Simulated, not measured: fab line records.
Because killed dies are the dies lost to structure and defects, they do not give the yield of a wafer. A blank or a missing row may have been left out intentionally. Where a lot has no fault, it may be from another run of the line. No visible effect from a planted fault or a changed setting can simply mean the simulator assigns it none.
Problem report in the 8D (eight disciplines) form, filled by code	flow gf180mcu	the parts of the form that need people (team, actions taken, sign-off) are left out

1. WHAT IS WRONG
MIM_ALCU_RS at GF_MIM_RS_MEAS_10 reads a mean of 0.1494 ohm/sq on 1 wafer of 1 lot; wafers without a fault read 0.1596 ohm/sq with a standard deviation of 0.0016. That puts it -6.4 standard deviations away from the usual mean.
The step: measures by four-point-probe.
Seen first at day 30 22:32 on film metro-02, wafer L586.3. The record holds 30 wafers of 10 lots with a number at this step. By rule, "out" or "out of limits" means more than 4 standard deviations away from the usual mean. The rest of the wafers with a number are treated as sound.

2. WHAT IT IS, WHAT IT ISN'T
question	is	is not
which readings at this step	MIM_ALCU_RS	-
which lots	L586	L566, L568, L570, L572, L577, L578, L580, L582, L585
which wafers of those lots	L586.3	L586.1, L586.5
read on which gauges	film metro-02	film metro-01, film metro-04
when	from day 30 22:32	up to then (26 sound wafers); but 3 sound wafers of L585 came after

3. SUSPECTS, AND WHAT RULES EACH OUT
Counting: if a tool at a process step up to the reading ran every lot that is out, it stays a suspect. Sound lots after the first of them don't rule it out here, since some wafers of a struck lot are sound.
- the gauge at GF_MIM_RS_MEAS_10: ruled out. All the wafers that are out were read on film metro-02, but those of them that GF_MIM_METAL_ETCH_19 has rows for are out there too, on other tools.
- pvd sputter-02 at GF_MIM_SPUTTER_08 (material AlCu, target thk 200 nm, time 10.6 s): kept. It processed L586, the lot that is out, at day 30 22:28, and its most recent sound lot before then was L580 at day 29 09:22.
- pvd sputter-02 at GF_MIM_SPUTTER_09 (material TiN, target thk 35 nm, time 29.2 s): kept. It processed L586, the lot that is out, at day 30 22:29, and its most recent sound lot before then was L580 at day 29 09:23.
What counting leaves: pvd sputter-02 at GF_MIM_SPUTTER_08 and pvd sputter-02 at GF_MIM_SPUTTER_09.

4. THE CAUSE (what the simulator had put in)
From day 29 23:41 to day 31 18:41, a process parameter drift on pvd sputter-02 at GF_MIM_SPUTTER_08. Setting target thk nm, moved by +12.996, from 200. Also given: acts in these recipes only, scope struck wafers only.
This tool is one of the 2 suspects left after counting.

5. THE CHAIN OF EFFECTS, in route order
One row per reading whose mean, taken over the struck wafers that have a number, lies over 3 standard deviations from the usual. Scope: only readings with a usual standard deviation given in the record; hours: median across lots of the time from each lot's start at the first step in this table that gives one to its start at this step; sigmas: change in usual standard deviations.
hours	step	reading	usual	on struck wafers	change	sigmas
0	GF_MIM_RS_MEAS_10	MIM_ALCU_RS	0.1596 ohm/sq	0.1494	-0.0102	-6.4
0	GF_MIM_THK_MEAS_11	MIM_ALCU_THK	198.9 nm	212.3	+13.4	+6.4
18	GF_MIM_METAL_ETCH_19	oes product au	0.943 a.u.	0.968	+0.025	+4.1
18	GF_MIM_METAL_ETCH_19	throttle valve pct	28.283 %	28.251	-0.032	-3.2
Process steps it contains:
- GF_MIM_METAL_ETCH_19: etches the open film in Cl2/BCl3, stops on Si3N4, target depth 324.5 nm, time 54.1 s.

6. HOW IT WOULD HAVE BEEN CAUGHT EARLIER
In this record the first reading out of limits at a measuring or inspecting step was taken at day 30 22:32, 23 hours after the fault began at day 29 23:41.
Tool readings at GF_MIM_SPUTTER_08 with a usual standard deviation given in the record: none out on any struck wafer, hence no alarm at a limit of 4 standard deviations on them.
The start of GF_MIM_SPUTTER_08 on pvd sputter-02 came by day 30 22:32 for every one of the lots that are out (1). Holding the tool at that point would not have protected any of them.
